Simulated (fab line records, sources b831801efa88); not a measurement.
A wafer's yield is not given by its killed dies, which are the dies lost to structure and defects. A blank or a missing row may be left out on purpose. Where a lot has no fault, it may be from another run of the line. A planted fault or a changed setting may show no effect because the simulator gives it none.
fab line records :: flow gf180mcu
[record]
  lots = 13
  wafers = 39
  last_day = 34
route steps=602 shown STI@1 DNWELL@36 LVPWELL@64 DUAL_GATE@152
lots that met no fault: taken from a fault-free run of the same line
start_h: start of the lot's first displayed wafer, in hours after the record's first day :: wait_h: time in hours since the lot's previous step :: " as in the row above :: L1.1+2: one row covering several wafers at once :: - either no value or no given start :: * or withheld: withheld :: < > ~ a bound
route shown NAME@n: names a module that has steps shown in the file, with the first one's number in the route :: usual: mean/standard deviation taken from wafers without a fault :: same: alike in all rows :: chamber/n: place in a boat :: sites: readings site by site :: _std_site: standard deviation across them :: _edge_site: the outer-site mean with the inner-site mean subtracted :: radius_mm: for every site, how far away it sits from the centre of the wafer :: mask NAME#n: copy n :: behind: the last tool/chamber to shape the wafer :: hold: the reason the lot was held/the length of the hold in hours/how it ended :: device: the n, p or np transistor that did not switch :: end of line: at the end of the route, the tests of the same wafers :: where a step has no rows: the recipe by itself :: killed: dies lost to structure and defects at the first sort, not the wafer's yield :: map: shows each die of a wafer: x if killed, . if not, _ if none is there
set.NAME: the setting as run; set.NAME@STEP: as run at that earlier step :: model.NAME: the simulator's own value behind a step, which no gauge read
one table for each step of the route and one row for each wafer, over a sample of lots
services: from which hour (start_h, from the record's first day; less than 0 if before it) a tool's chamber was out of use, for how many hours, and why
[[steps]]
[step GF_STI_BOW_MEAS_00]
[recipe]
  mode = bow
[usual]
  INCOMING_BOW = 0/6
lot.wafer: L867.1
tool: film_metro-03
chamber: -
start_h: 15.00
wait_h: -
INCOMING_BOW[um]: -5

lot.wafer: L867.2
tool: film_metro-03
chamber: -
start_h: 15.00
wait_h: -
INCOMING_BOW[um]: -8

lot.wafer: L867.5
tool: film_metro-03
chamber: -
start_h: 15.00
wait_h: -
INCOMING_BOW[um]: 3

lot.wafer: L868.2
tool: film_metro-02
chamber: -
start_h: 20.02
wait_h: -
INCOMING_BOW[um]: -2

lot.wafer: L868.5
tool: film_metro-02
chamber: -
start_h: 20.02
wait_h: -
INCOMING_BOW[um]: -5

lot.wafer: L868.6
tool: film_metro-02
chamber: -
start_h: 20.02
wait_h: -
INCOMING_BOW[um]: -3

lot.wafer: L872.1
tool: film_metro-02
chamber: -
start_h: 40.00
wait_h: -
INCOMING_BOW[um]: 7

lot.wafer: L872.2
tool: film_metro-02
chamber: -
start_h: 40.00
wait_h: -
INCOMING_BOW[um]: -7

lot.wafer: L872.4
tool: film_metro-02
chamber: -
start_h: 40.00
wait_h: -
INCOMING_BOW[um]: 10

lot.wafer: L873.2
tool: film_metro-04
chamber: -
start_h: 45.02
wait_h: -
INCOMING_BOW[um]: -3

lot.wafer: L873.4
tool: film_metro-04
chamber: -
start_h: 45.02
wait_h: -
INCOMING_BOW[um]: -1

lot.wafer: L873.6
tool: film_metro-04
chamber: -
start_h: 45.02
wait_h: -
INCOMING_BOW[um]: 8

lot.wafer: L874.2
tool: film_metro-02
chamber: -
start_h: 50.02
wait_h: -
INCOMING_BOW[um]: 7

lot.wafer: L874.5
tool: film_metro-02
chamber: -
start_h: 50.02
wait_h: -
INCOMING_BOW[um]: -1

lot.wafer: L874.6
tool: film_metro-02
chamber: -
start_h: 50.02
wait_h: -
INCOMING_BOW[um]: 11

lot.wafer: L876.1
tool: film_metro-02
chamber: -
start_h: 60.00
wait_h: -
INCOMING_BOW[um]: 6

lot.wafer: L876.3
tool: film_metro-02
chamber: -
start_h: 60.00
wait_h: -
INCOMING_BOW[um]: -4

lot.wafer: L876.4
tool: film_metro-02
chamber: -
start_h: 60.00
wait_h: -
INCOMING_BOW[um]: 1

lot.wafer: L878.1
tool: film_metro-04
chamber: -
start_h: 70.00
wait_h: -
INCOMING_BOW[um]: 10

lot.wafer: L878.4
tool: film_metro-04
chamber: -
start_h: 70.00
wait_h: -
INCOMING_BOW[um]: 3

lot.wafer: L878.5
tool: film_metro-04
chamber: -
start_h: 70.00
wait_h: -
INCOMING_BOW[um]: 1

lot.wafer: L881.4
tool: film_metro-03
chamber: -
start_h: 85.06
wait_h: -
INCOMING_BOW[um]: 5

lot.wafer: L881.5
tool: film_metro-03
chamber: -
start_h: 85.06
wait_h: -
INCOMING_BOW[um]: 0

lot.wafer: L881.6
tool: film_metro-03
chamber: -
start_h: 85.06
wait_h: -
INCOMING_BOW[um]: 5

lot.wafer: L882.1
tool: film_metro-02
chamber: -
start_h: 90.00
wait_h: -
INCOMING_BOW[um]: -2

lot.wafer: L882.2
tool: film_metro-02
chamber: -
start_h: 90.00
wait_h: -
INCOMING_BOW[um]: 5

lot.wafer: L882.5
tool: film_metro-02
chamber: -
start_h: 90.00
wait_h: -
INCOMING_BOW[um]: 7

lot.wafer: L884.1
tool: film_metro-03
chamber: -
start_h: 100.00
wait_h: -
INCOMING_BOW[um]: -3

lot.wafer: L884.2
tool: film_metro-03
chamber: -
start_h: 100.00
wait_h: -
INCOMING_BOW[um]: 0

lot.wafer: L884.6
tool: film_metro-03
chamber: -
start_h: 100.00
wait_h: -
INCOMING_BOW[um]: 3

lot.wafer: L885.1
tool: film_metro-02
chamber: -
start_h: 105.00
wait_h: -
INCOMING_BOW[um]: 7

lot.wafer: L885.4
tool: film_metro-02
chamber: -
start_h: 105.00
wait_h: -
INCOMING_BOW[um]: 5

lot.wafer: L885.5
tool: film_metro-02
chamber: -
start_h: 105.00
wait_h: -
INCOMING_BOW[um]: -2

lot.wafer: L886.1
tool: film_metro-03
chamber: -
start_h: 110.00
wait_h: -
INCOMING_BOW[um]: 8

lot.wafer: L886.3
tool: film_metro-03
chamber: -
start_h: 110.00
wait_h: -
INCOMING_BOW[um]: 0

lot.wafer: L886.4
tool: film_metro-03
chamber: -
start_h: 110.00
wait_h: -
INCOMING_BOW[um]: -2

lot.wafer: L889.1
tool: film_metro-03
chamber: -
start_h: 125.00
wait_h: -
INCOMING_BOW[um]: -3

lot.wafer: L889.4
tool: film_metro-03
chamber: -
start_h: 125.00
wait_h: -
INCOMING_BOW[um]: 9

lot.wafer: L889.6
tool: film_metro-03
chamber: -
start_h: 125.00
wait_h: -
INCOMING_BOW[um]: 1
[step GF_DNWELL_EXPOSE_04]
[recipe]
  mask_id = DNWELL
  target_cd_nm = 1700
  na = 0.6
  source_shape = conventional
  sigma_outer = 0.6
  dose_mj = 260
lot.wafer: L867.1+2+5
tool: iline_stepper-01
chamber: 0
start_h: 41.18
wait_h: -
mask: DNWELL#0

lot.wafer: L868.2+5+6
tool: iline_stepper-02
chamber: 0
start_h: 49.75
wait_h: -
mask: DNWELL#0

lot.wafer: L872.1+2+4
tool: iline_stepper-02
chamber: 0
start_h: 67.28
wait_h: -
mask: DNWELL#0

lot.wafer: L873.2+4+6
tool: iline_stepper-02
chamber: 0
start_h: 74.60
wait_h: -
mask: DNWELL#0

lot.wafer: L874.2+5+6
tool: iline_stepper-01
chamber: 0
start_h: 78.97
wait_h: -
mask: DNWELL#0

lot.wafer: L876.1+3+4
tool: iline_stepper-02
chamber: 0
start_h: 89.28
wait_h: -
mask: DNWELL#0

lot.wafer: L878.1+4+5
tool: iline_stepper-02
chamber: 0
start_h: 101.73
wait_h: -
mask: Nwell#0

lot.wafer: L881.4+5+6
tool: iline_stepper-01
chamber: 0
start_h: 115.79
wait_h: -
mask: DNWELL#0

lot.wafer: L882.1+2+5
tool: iline_stepper-01
chamber: 0
start_h: 122.26
wait_h: -
mask: DNWELL#0

lot.wafer: L884.1+2+6
tool: iline_stepper-02
chamber: 0
start_h: 130.43
wait_h: -
mask: DNWELL#0

lot.wafer: L885.1+4+5
tool: iline_stepper-02
chamber: 0
start_h: 135.93
wait_h: -
mask: DNWELL#0

lot.wafer: L886.1+3+4
tool: iline_stepper-02
chamber: 0
start_h: 140.96
wait_h: -
mask: DNWELL#0

lot.wafer: L889.1+4+6
tool: iline_stepper-02
chamber: 0
start_h: 158.60
wait_h: -
mask: DNWELL#0
[step GF_DNWELL_TW_MEAS_09]
[usual]
  DNWELL_TW = 1364/7.8
lot.wafer: L867.1
tool: film_metro-01
chamber: -
start_h: 47.53
wait_h: 0.1
hold: -
DNWELL_TW: 1380

lot.wafer: L867.2
tool: film_metro-01
chamber: -
start_h: 47.53
wait_h: 0.1
hold: -
DNWELL_TW: 1379

lot.wafer: L867.5
tool: film_metro-01
chamber: -
start_h: 47.53
wait_h: 0.1
hold: -
DNWELL_TW: 1376

lot.wafer: L868.2
tool: film_metro-01
chamber: -
start_h: 56.07
wait_h: 0.1
hold: -
DNWELL_TW: 1376

lot.wafer: L868.5
tool: film_metro-01
chamber: -
start_h: 56.07
wait_h: 0.1
hold: -
DNWELL_TW: 1381

lot.wafer: L868.6
tool: film_metro-01
chamber: -
start_h: 56.07
wait_h: 0.1
hold: -
DNWELL_TW: 1367

lot.wafer: L872.1
tool: film_metro-01
chamber: -
start_h: 73.58
wait_h: 0.1
hold: -
DNWELL_TW: 1371

lot.wafer: L872.2
tool: film_metro-01
chamber: -
start_h: 73.58
wait_h: 0.1
hold: -
DNWELL_TW: 1374

lot.wafer: L872.4
tool: film_metro-01
chamber: -
start_h: 73.58
wait_h: 0.1
hold: -
DNWELL_TW: 1373

lot.wafer: L873.2
tool: film_metro-03
chamber: -
start_h: 81.87
wait_h: 0.1
hold: -
DNWELL_TW: 1367

lot.wafer: L873.4
tool: film_metro-03
chamber: -
start_h: 81.87
wait_h: 0.1
hold: -
DNWELL_TW: 1372

lot.wafer: L873.6
tool: film_metro-03
chamber: -
start_h: 81.87
wait_h: 0.1
hold: -
DNWELL_TW: 1368

lot.wafer: L874.2
tool: film_metro-03
chamber: -
start_h: 85.62
wait_h: 0.1
hold: -
DNWELL_TW: 1358

lot.wafer: L874.5
tool: film_metro-03
chamber: -
start_h: 85.62
wait_h: 0.1
hold: -
DNWELL_TW: 1349

lot.wafer: L874.6
tool: film_metro-03
chamber: -
start_h: 85.62
wait_h: 0.1
hold: -
DNWELL_TW: 1345

lot.wafer: L876.1
tool: film_metro-03
chamber: -
start_h: 96.06
wait_h: 0.1
hold: -
DNWELL_TW: 1361

lot.wafer: L876.3
tool: film_metro-03
chamber: -
start_h: 96.06
wait_h: 0.1
hold: -
DNWELL_TW: 1365

lot.wafer: L876.4
tool: film_metro-03
chamber: -
start_h: 96.06
wait_h: 0.1
hold: -
DNWELL_TW: 1364

lot.wafer: L878.1
tool: film_metro-01
chamber: -
start_h: 109.41
wait_h: 0.1
hold: await_dispo/0.2h/release
DNWELL_TW: 31

lot.wafer: L878.4
tool: film_metro-01
chamber: -
start_h: 109.41
wait_h: 0.1
hold: await_dispo/0.2h/release
DNWELL_TW: 31

lot.wafer: L878.5
tool: film_metro-01
chamber: -
start_h: 109.41
wait_h: 0.1
hold: await_dispo/0.2h/release
DNWELL_TW: 31

lot.wafer: L878.1
tool: film_metro-01
chamber: -
start_h: 109.64
wait_h: 0.2
hold: -
DNWELL_TW: 31

lot.wafer: L878.4
tool: film_metro-01
chamber: -
start_h: 109.64
wait_h: 0.2
hold: -
DNWELL_TW: 31

lot.wafer: L878.5
tool: film_metro-01
chamber: -
start_h: 109.64
wait_h: 0.2
hold: -
DNWELL_TW: 31

lot.wafer: L881.4
tool: film_metro-01
chamber: -
start_h: 123.54
wait_h: 0.1
hold: -
DNWELL_TW: 1373

lot.wafer: L881.5
tool: film_metro-01
chamber: -
start_h: 123.54
wait_h: 0.1
hold: -
DNWELL_TW: 1361

lot.wafer: L881.6
tool: film_metro-01
chamber: -
start_h: 123.54
wait_h: 0.1
hold: -
DNWELL_TW: 1374

lot.wafer: L882.1
tool: film_metro-03
chamber: -
start_h: 129.71
wait_h: 0.1
hold: -
DNWELL_TW: 1366

lot.wafer: L882.2
tool: film_metro-03
chamber: -
start_h: 129.71
wait_h: 0.1
hold: -
DNWELL_TW: 1358

lot.wafer: L882.5
tool: film_metro-03
chamber: -
start_h: 129.71
wait_h: 0.1
hold: -
DNWELL_TW: 1356

lot.wafer: L884.1
tool: film_metro-01
chamber: -
start_h: 138.16
wait_h: 0.1
hold: -
DNWELL_TW: 1361

lot.wafer: L884.2
tool: film_metro-01
chamber: -
start_h: 138.16
wait_h: 0.1
hold: -
DNWELL_TW: 1359

lot.wafer: L884.6
tool: film_metro-01
chamber: -
start_h: 138.16
wait_h: 0.1
hold: -
DNWELL_TW: 1365

lot.wafer: L885.1
tool: film_metro-01
chamber: -
start_h: 143.80
wait_h: 0.1
hold: -
DNWELL_TW: 1372

lot.wafer: L885.4
tool: film_metro-01
chamber: -
start_h: 143.80
wait_h: 0.1
hold: -
DNWELL_TW: 1368

lot.wafer: L885.5
tool: film_metro-01
chamber: -
start_h: 143.80
wait_h: 0.1
hold: -
DNWELL_TW: 1370

lot.wafer: L886.1
tool: film_metro-03
chamber: -
start_h: 148.66
wait_h: 0.1
hold: -
DNWELL_TW: 1360

lot.wafer: L886.3
tool: film_metro-03
chamber: -
start_h: 148.66
wait_h: 0.1
hold: -
DNWELL_TW: 1357

lot.wafer: L886.4
tool: film_metro-03
chamber: -
start_h: 148.66
wait_h: 0.1
hold: -
DNWELL_TW: 1366

lot.wafer: L889.1
tool: film_metro-02
chamber: -
start_h: 166.48
wait_h: 0.1
hold: -
DNWELL_TW: 1354

lot.wafer: L889.4
tool: film_metro-02
chamber: -
start_h: 166.48
wait_h: 0.1
hold: -
DNWELL_TW: 1350

lot.wafer: L889.6
tool: film_metro-02
chamber: -
start_h: 166.48
wait_h: 0.1
hold: -
DNWELL_TW: 1349
[step GF_LVPWELL_STRIP_10]
[recipe]
  chemistry = O2/N2
  power_w = 1400
  pressure_mtorr = 1500
  platen_temp_c = 250
  o2_flow_sccm = 3000
  n2_flow_sccm = 300
  overash_fraction = 0.5
[usual]
  drypump_motor_current_A = 5.6/0.42
  heater_power_w = 315/21
  oes_product_au = 0.722/0.0037
  strip_time_to_endpoint_s = 36.98/0.11
lot.wafer: L867.1
tool: plasma_asher-02
chamber: 1
start_h: 73.95
wait_h: 0.1
drypump_motor_current_A: 5.2
heater_power_w: 300
oes_product_au: 0.722
rf_hours_counter_h: 43
strip_time_to_endpoint_s: 36.99

lot.wafer: L867.2
tool: plasma_asher-02
chamber: 0
start_h: 73.95
wait_h: 0.1
drypump_motor_current_A: 5.4
heater_power_w: 283
oes_product_au: 0.722
rf_hours_counter_h: 43
strip_time_to_endpoint_s: 36.95

lot.wafer: L867.5
tool: plasma_asher-02
chamber: 0
start_h: 73.95
wait_h: 0.1
drypump_motor_current_A: 5.4
heater_power_w: 293
oes_product_au: 0.723
rf_hours_counter_h: -
strip_time_to_endpoint_s: 37.02

lot.wafer: L868.2
tool: plasma_asher-04
chamber: 1
start_h: 83.25
wait_h: 0.1
drypump_motor_current_A: 6.2
heater_power_w: 323
oes_product_au: 0.716
rf_hours_counter_h: 41
strip_time_to_endpoint_s: 36.88

lot.wafer: L868.5
tool: plasma_asher-04
chamber: 0
start_h: 83.25
wait_h: 0.1
drypump_motor_current_A: 6.2
heater_power_w: 316
oes_product_au: 0.718
rf_hours_counter_h: -
strip_time_to_endpoint_s: 36.85

lot.wafer: L868.6
tool: plasma_asher-04
chamber: 1
start_h: 83.25
wait_h: 0.1
drypump_motor_current_A: 6.2
heater_power_w: 332
oes_product_au: 0.723
rf_hours_counter_h: -
strip_time_to_endpoint_s: 36.94

lot.wafer: L872.1
tool: plasma_asher-04
chamber: 1
start_h: 101.15
wait_h: 0.1
drypump_motor_current_A: 6.2
heater_power_w: 339
oes_product_au: 0.723
rf_hours_counter_h: 42
strip_time_to_endpoint_s: 36.99

lot.wafer: L872.2
tool: plasma_asher-04
chamber: 0
start_h: 101.15
wait_h: 0.1
drypump_motor_current_A: 6.2
heater_power_w: 328
oes_product_au: 0.725
rf_hours_counter_h: 42
strip_time_to_endpoint_s: 37.03

lot.wafer: L872.4
tool: plasma_asher-04
chamber: 0
start_h: 101.15
wait_h: 0.1
drypump_motor_current_A: 6.2
heater_power_w: 323
oes_product_au: 0.723
rf_hours_counter_h: -
strip_time_to_endpoint_s: 36.99

lot.wafer: L873.2
tool: plasma_asher-04
chamber: 0
start_h: 109.84
wait_h: 0.1
drypump_motor_current_A: 6.2
heater_power_w: 318
oes_product_au: 0.723
rf_hours_counter_h: 43
strip_time_to_endpoint_s: 37.12

lot.wafer: L873.4
tool: plasma_asher-04
chamber: 1
start_h: 109.84
wait_h: 0.1
drypump_motor_current_A: 6.2
heater_power_w: 330
oes_product_au: 0.718
rf_hours_counter_h: -
strip_time_to_endpoint_s: 37.05

lot.wafer: L873.6
tool: plasma_asher-04
chamber: 1
start_h: 109.84
wait_h: 0.1
drypump_motor_current_A: 6.2
heater_power_w: 341
oes_product_au: 0.720
rf_hours_counter_h: -
strip_time_to_endpoint_s: 37.02

lot.wafer: L874.2
tool: plasma_asher-04
chamber: 1
start_h: 114.39
wait_h: 0.1
drypump_motor_current_A: 6.2
heater_power_w: 333
oes_product_au: 0.723
rf_hours_counter_h: 44
strip_time_to_endpoint_s: 36.88

lot.wafer: L874.5
tool: plasma_asher-04
chamber: 1
start_h: 114.39
wait_h: 0.1
drypump_motor_current_A: 6.2
heater_power_w: 325
oes_product_au: 0.728
rf_hours_counter_h: -
strip_time_to_endpoint_s: 36.96

lot.wafer: L874.6
tool: plasma_asher-04
chamber: 0
start_h: 114.39
wait_h: 0.1
drypump_motor_current_A: 6.2
heater_power_w: 328
oes_product_au: 0.724
rf_hours_counter_h: -
strip_time_to_endpoint_s: 36.83

lot.wafer: L876.1
tool: plasma_asher-02
chamber: 0
start_h: 125.69
wait_h: 0.1
drypump_motor_current_A: 5.4
heater_power_w: 292
oes_product_au: 0.720
rf_hours_counter_h: 1
strip_time_to_endpoint_s: 36.95

lot.wafer: L876.3
tool: plasma_asher-02
chamber: 1
start_h: 125.69
wait_h: 0.1
drypump_motor_current_A: 5.2
heater_power_w: 313
oes_product_au: 0.723
rf_hours_counter_h: -
strip_time_to_endpoint_s: 36.80

lot.wafer: L876.4
tool: plasma_asher-02
chamber: 0
start_h: 125.69
wait_h: 0.1
drypump_motor_current_A: 5.4
heater_power_w: 290
oes_product_au: 0.726
rf_hours_counter_h: -
strip_time_to_endpoint_s: 36.75

lot.wafer: L881.4
tool: plasma_asher-02
chamber: 0
start_h: 154.88
wait_h: 0.1
drypump_motor_current_A: 5.4
heater_power_w: 293
oes_product_au: 0.721
rf_hours_counter_h: -
strip_time_to_endpoint_s: 36.83

lot.wafer: L881.5
tool: plasma_asher-02
chamber: 1
start_h: 154.88
wait_h: 0.1
drypump_motor_current_A: 5.2
heater_power_w: 316
oes_product_au: 0.714
rf_hours_counter_h: -
strip_time_to_endpoint_s: 36.98

lot.wafer: L881.6
tool: plasma_asher-02
chamber: 0
start_h: 154.88
wait_h: 0.1
drypump_motor_current_A: 5.4
heater_power_w: 293
oes_product_au: 0.723
rf_hours_counter_h: -
strip_time_to_endpoint_s: 36.98

lot.wafer: L882.1
tool: plasma_asher-01
chamber: 1
start_h: 161.04
wait_h: 0.1
drypump_motor_current_A: 5.8
heater_power_w: 374
oes_product_au: 0.722
rf_hours_counter_h: 35
strip_time_to_endpoint_s: 36.84

lot.wafer: L882.2
tool: plasma_asher-01
chamber: 0
start_h: 161.04
wait_h: 0.1
drypump_motor_current_A: 5.8
heater_power_w: 307
oes_product_au: 0.719
rf_hours_counter_h: 35
strip_time_to_endpoint_s: 36.77

lot.wafer: L882.5
tool: plasma_asher-01
chamber: 0
start_h: 161.04
wait_h: 0.1
drypump_motor_current_A: 5.8
heater_power_w: 304
oes_product_au: 0.718
rf_hours_counter_h: -
strip_time_to_endpoint_s: 36.92

lot.wafer: L884.1
tool: plasma_asher-02
chamber: 1
start_h: 170.69
wait_h: 0.1
drypump_motor_current_A: 5.2
heater_power_w: 306
oes_product_au: 0.728
rf_hours_counter_h: 5
strip_time_to_endpoint_s: 36.93

lot.wafer: L884.2
tool: plasma_asher-02
chamber: 0
start_h: 170.69
wait_h: 0.1
drypump_motor_current_A: 5.4
heater_power_w: 293
oes_product_au: 0.715
rf_hours_counter_h: 5
strip_time_to_endpoint_s: 36.98

lot.wafer: L884.6
tool: plasma_asher-02
chamber: 0
start_h: 170.69
wait_h: 0.1
drypump_motor_current_A: 5.4
heater_power_w: 293
oes_product_au: 0.722
rf_hours_counter_h: -
strip_time_to_endpoint_s: 36.97

lot.wafer: L885.1
tool: plasma_asher-02
chamber: 0
start_h: 176.59
wait_h: 0.1
drypump_motor_current_A: 5.4
heater_power_w: 291
oes_product_au: 0.723
rf_hours_counter_h: 6
strip_time_to_endpoint_s: 36.93

lot.wafer: L885.4
tool: plasma_asher-02
chamber: 0
start_h: 176.59
wait_h: 0.1
drypump_motor_current_A: 5.4
heater_power_w: 290
oes_product_au: 0.719
rf_hours_counter_h: -
strip_time_to_endpoint_s: 36.85

lot.wafer: L885.5
tool: plasma_asher-02
chamber: 1
start_h: 176.59
wait_h: 0.1
drypump_motor_current_A: 5.2
heater_power_w: 312
oes_product_au: 0.721
rf_hours_counter_h: -
strip_time_to_endpoint_s: 36.86

lot.wafer: L886.1
tool: plasma_asher-01
chamber: 1
start_h: 181.39
wait_h: 0.1
drypump_motor_current_A: 5.8
heater_power_w: 364
oes_product_au: 0.722
rf_hours_counter_h: 37
strip_time_to_endpoint_s: 37.16

lot.wafer: L886.3
tool: plasma_asher-01
chamber: 0
start_h: 181.39
wait_h: 0.1
drypump_motor_current_A: 5.7
heater_power_w: 301
oes_product_au: 0.725
rf_hours_counter_h: -
strip_time_to_endpoint_s: 37.10

lot.wafer: L886.4
tool: plasma_asher-01
chamber: 1
start_h: 181.39
wait_h: 0.1
drypump_motor_current_A: 5.8
heater_power_w: 353
oes_product_au: 0.730
rf_hours_counter_h: -
strip_time_to_endpoint_s: 37.12

lot.wafer: L889.1
tool: plasma_asher-04
chamber: 1
start_h: 200.49
wait_h: 0.1
drypump_motor_current_A: 6.2
heater_power_w: 343
oes_product_au: 0.721
rf_hours_counter_h: 52
strip_time_to_endpoint_s: 36.92

lot.wafer: L889.4
tool: plasma_asher-04
chamber: 1
start_h: 200.49
wait_h: 0.1
drypump_motor_current_A: 6.2
heater_power_w: 328
oes_product_au: 0.713
rf_hours_counter_h: -
strip_time_to_endpoint_s: 36.96

lot.wafer: L889.6
tool: plasma_asher-04
chamber: 1
start_h: 200.49
wait_h: 0.1
drypump_motor_current_A: 6.1
heater_power_w: 328
oes_product_au: 0.722
rf_hours_counter_h: -
strip_time_to_endpoint_s: 36.97
[step GF_DUAL_GATE_OVL_MEAS_11]
[usual]
  DUAL_GATE_OVL = -0.7/1
lot.wafer: L867.1
tool: overlay-01
chamber: -
start_h: 179.85
wait_h: 0.1
DUAL_GATE_OVL[nm]: -0.2

lot.wafer: L867.2
tool: overlay-01
chamber: -
start_h: 179.85
wait_h: 0.1
DUAL_GATE_OVL[nm]: -0.6

lot.wafer: L867.5
tool: overlay-01
chamber: -
start_h: 179.85
wait_h: 0.1
DUAL_GATE_OVL[nm]: 0.7

lot.wafer: L868.2
tool: overlay-01
chamber: -
start_h: 194.26
wait_h: 0.1
DUAL_GATE_OVL[nm]: -1.7

lot.wafer: L868.5
tool: overlay-01
chamber: -
start_h: 194.26
wait_h: 0.1
DUAL_GATE_OVL[nm]: -1.4

lot.wafer: L868.6
tool: overlay-01
chamber: -
start_h: 194.26
wait_h: 0.1
DUAL_GATE_OVL[nm]: -1.2

lot.wafer: L872.1
tool: overlay-02
chamber: -
start_h: 216.01
wait_h: 0.1
DUAL_GATE_OVL[nm]: -0.3

lot.wafer: L872.2
tool: overlay-02
chamber: -
start_h: 216.01
wait_h: 0.1
DUAL_GATE_OVL[nm]: -0.4

lot.wafer: L872.4
tool: overlay-02
chamber: -
start_h: 216.01
wait_h: 0.1
DUAL_GATE_OVL[nm]: 0.7

lot.wafer: L873.2
tool: overlay-02
chamber: -
start_h: 226.41
wait_h: 0.1
DUAL_GATE_OVL[nm]: 0.5

lot.wafer: L873.4
tool: overlay-02
chamber: -
start_h: 226.41
wait_h: 0.1
DUAL_GATE_OVL[nm]: 0.2

lot.wafer: L873.6
tool: overlay-02
chamber: -
start_h: 226.41
wait_h: 0.1
DUAL_GATE_OVL[nm]: -0.2

lot.wafer: L874.2
tool: overlay-02
chamber: -
start_h: 230.86
wait_h: 0.1
DUAL_GATE_OVL[nm]: -0.2

lot.wafer: L874.5
tool: overlay-02
chamber: -
start_h: 230.86
wait_h: 0.1
DUAL_GATE_OVL[nm]: -0.4

lot.wafer: L874.6
tool: overlay-02
chamber: -
start_h: 230.86
wait_h: 0.1
DUAL_GATE_OVL[nm]: -1.0

lot.wafer: L876.1
tool: overlay-02
chamber: -
start_h: 246.11
wait_h: 0.1
DUAL_GATE_OVL[nm]: -1.7

lot.wafer: L876.3
tool: overlay-02
chamber: -
start_h: 246.11
wait_h: 0.1
DUAL_GATE_OVL[nm]: -0.2

lot.wafer: L876.4
tool: overlay-02
chamber: -
start_h: 246.11
wait_h: 0.1
DUAL_GATE_OVL[nm]: -0.1

lot.wafer: L881.4
tool: overlay-02
chamber: -
start_h: 282.92
wait_h: 0.1
DUAL_GATE_OVL[nm]: 0.0

lot.wafer: L881.5
tool: overlay-02
chamber: -
start_h: 282.92
wait_h: 0.1
DUAL_GATE_OVL[nm]: -1.9

lot.wafer: L881.6
tool: overlay-02
chamber: -
start_h: 282.92
wait_h: 0.1
DUAL_GATE_OVL[nm]: -1.2

lot.wafer: L882.1
tool: overlay-02
chamber: -
start_h: 291.71
wait_h: 0.1
DUAL_GATE_OVL[nm]: -2.0

lot.wafer: L882.2
tool: overlay-02
chamber: -
start_h: 291.71
wait_h: 0.1
DUAL_GATE_OVL[nm]: -2.2

lot.wafer: L882.5
tool: overlay-02
chamber: -
start_h: 291.71
wait_h: 0.1
DUAL_GATE_OVL[nm]: -2.5

lot.wafer: L884.1
tool: overlay-02
chamber: -
start_h: 305.51
wait_h: 0.1
DUAL_GATE_OVL[nm]: -2.3

lot.wafer: L884.2
tool: overlay-02
chamber: -
start_h: 305.51
wait_h: 0.1
DUAL_GATE_OVL[nm]: -0.6

lot.wafer: L884.6
tool: overlay-02
chamber: -
start_h: 305.51
wait_h: 0.1
DUAL_GATE_OVL[nm]: -2.0

lot.wafer: L885.1
tool: overlay-01
chamber: -
start_h: 309.75
wait_h: 0.1
DUAL_GATE_OVL[nm]: -0.3

lot.wafer: L885.4
tool: overlay-01
chamber: -
start_h: 309.75
wait_h: 0.1
DUAL_GATE_OVL[nm]: -0.6

lot.wafer: L885.5
tool: overlay-01
chamber: -
start_h: 309.75
wait_h: 0.1
DUAL_GATE_OVL[nm]: 0.1

lot.wafer: L886.1
tool: overlay-02
chamber: -
start_h: 315.10
wait_h: 0.1
DUAL_GATE_OVL[nm]: 0.1

lot.wafer: L886.3
tool: overlay-02
chamber: -
start_h: 315.10
wait_h: 0.1
DUAL_GATE_OVL[nm]: 0.0

lot.wafer: L886.4
tool: overlay-02
chamber: -
start_h: 315.10
wait_h: 0.1
DUAL_GATE_OVL[nm]: 0.4

lot.wafer: L889.1
tool: overlay-02
chamber: -
start_h: 340.45
wait_h: 0.1
DUAL_GATE_OVL[nm]: 0.9

lot.wafer: L889.4
tool: overlay-02
chamber: -
start_h: 340.45
wait_h: 0.1
DUAL_GATE_OVL[nm]: 0.4

lot.wafer: L889.6
tool: overlay-02
chamber: -
start_h: 340.45
wait_h: 0.1
DUAL_GATE_OVL[nm]: -0.7
[[services]]
tool: plasma_asher-04
chamber: -
start_h: 28.83
hours: 4.9
kind: repair

tool: plasma_asher-01
chamber: -
start_h: 59.18
hours: 14.6
kind: pm

tool: iline_stepper-01
chamber: -
start_h: 63.49
hours: 7.3
kind: repair

tool: iline_stepper-02
chamber: -
start_h: 79.24
hours: 4.4
kind: pm

tool: plasma_asher-04
chamber: -
start_h: 89.74
hours: 9.3
kind: repair

tool: plasma_asher-02
chamber: -
start_h: 108.75
hours: 9.0
kind: pm

tool: plasma_asher-02
chamber: 0
start_h: 108.75
hours: 9.0
kind: vent_cycle

tool: plasma_asher-02
chamber: 1
start_h: 108.75
hours: 9.0
kind: vent_cycle

tool: plasma_asher-01
chamber: -
start_h: 112.02
hours: 0.3
kind: repair

tool: plasma_asher-02
chamber: 0
start_h: 117.75
hours: -
kind: clean

tool: plasma_asher-02
chamber: 1
start_h: 117.75
hours: -
kind: clean

tool: plasma_asher-04
chamber: -
start_h: 144.62
hours: 2.2
kind: repair

tool: plasma_asher-02
chamber: -
start_h: 153.22
hours: 0.8
kind: repair

tool: iline_stepper-01
chamber: -
start_h: 163.52
hours: 1.4
kind: repair

tool: plasma_asher-02
chamber: -
start_h: 196.07
hours: 6.6
kind: repair

tool: iline_stepper-02
chamber: -
start_h: 196.37
hours: 1.7
kind: pm
[[key]]
[first_sign]
  step = GF_DNWELL_EXPOSE_04
  reading = mask
  direction = changed
[effect]
  step = GF_DNWELL_TW_MEAS_09
  reading = visit
  direction = added
[effect]
  step = GF_DNWELL_TW_MEAS_09
  reading = DNWELL_TW
  direction = down
  sigmas = 99+
  usual = 1364
  struck = 31
met_at GF_DNWELL_EXPOSE_04
struck_lots L878
scrapped_behind GF_DNWELL_TW_MEAS_09 L878.1,L878.4,L878.5
not_acting_at GF_STI_BOW_MEAS_00,GF_LVPWELL_STRIP_10,GF_DUAL_GATE_OVL_MEAS_11
onset_between 89.28 101.73
[fault]
  kind = wrong_mask
  tool = any
  chamber = -
  onset_h = 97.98
  steps = GF_DNWELL_EXPOSE_04
  aux_copy = Nwell#0
  scope = struck_lots_only
